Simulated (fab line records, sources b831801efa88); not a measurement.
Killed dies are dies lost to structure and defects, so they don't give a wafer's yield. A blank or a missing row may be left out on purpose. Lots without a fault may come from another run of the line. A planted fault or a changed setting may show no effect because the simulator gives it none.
One fault seen from 2 desks | flow gf180mcu | each desk has only its own numbers; what lay behind them comes last

THE TOOL OWNER'S DESK: hdpcvd-02
The tool's own readings at GF_V4_CVD_00 (deposits SiO2, target thk 600 nm, time 100 s): means of the sampled wafers that have a number, for each lot that ran on this tool. A lot is out of limits, marked OUT, if its mean lies more than 4 standard deviations from the usual mean; the brackets give that distance.
Columns: A = sih4_flow_sccm at GF_V4_CVD_00, usual 60.00 sccm; B = susceptor_temp_C at GF_V4_CVD_00, usual 400.01 C
lot  | first seen here | A                       | B
L581 | day 26 13:18    | 30.08 (-99 or more) OUT | 399.94
L583 | day 27 09:14    | 30.31 (-99 or more) OUT | 400.01
L594 | day 30 04:19    | 60.00                   | 400.11
L595 | day 30 13:16    | 59.81                   | 400.12
This desk's finding: out of limits on L581, L583; first on L581, day 26 13:18 (sih4_flow_sccm at GF_V4_CVD_00). In limits: L594, L595.

THE METROLOGY DESK
What the gauges read, lot by lot, whatever tool the lot ran on: means of the sampled wafers that have a number. A lot is out of limits, marked OUT, if its mean lies more than 4 standard deviations from the usual mean; the brackets give that distance.
Columns: A = V3_OVL at GF_V3_OVL_MEAS_15, usual -4 nm; B = V4_CVD_00_THK at GF_V4_THK_MEAS_01, usual 597 nm
lot  | first seen here | A   | B
L573 | day 22 18:53    | -10 | 587
L575 | day 23 18:55    | 2   | 590
L581 | day 25 14:22    | 0   | 299 (-40) OUT
L583 | day 26 10:54    | -1  | 297 (-41) OUT
L585 | day 26 17:24    | 3   | 600
L584 | day 27 05:30    | -0  | 604
L587 | day 27 11:39    | 0   | 594
L588 | day 27 20:29    | -8  | 592
L589 | day 28 00:07    | -3  | 608
L592 | day 29 03:36    | -4  | 606
L594 | day 29 07:03    | -9  | 601
L595 | day 29 15:58    | 2   | 597
This desk's finding: out of limits on L581, L583; first on L581, day 26 13:23 (V4_CVD_00_THK at GF_V4_THK_MEAS_01). In limits: L573, L575, L585, L584, L587, L588, L589, L592, L594, L595.

PUT TOGETHER
The tool owner's desk could have raised an alarm at day 26 13:18, on L581, L583.
The metrology desk could have raised an alarm at day 26 13:23, on L581, L583.
Of the lots named, all ran GF_V4_CVD_00 on hdpcvd-02.

WHAT THE SIMULATOR HAD PUT IN
Process parameter drift: hdpcvd-02, from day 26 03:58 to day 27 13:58, at GF_V4_CVD_00. Setting sih4_flow_sccm, moved by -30, from 60. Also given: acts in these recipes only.
Lots struck among those shown: L581, L583.
Hours from the fault's start to each desk's first reading out of limits: the tool owner's desk, 9; the metrology desk, 9.
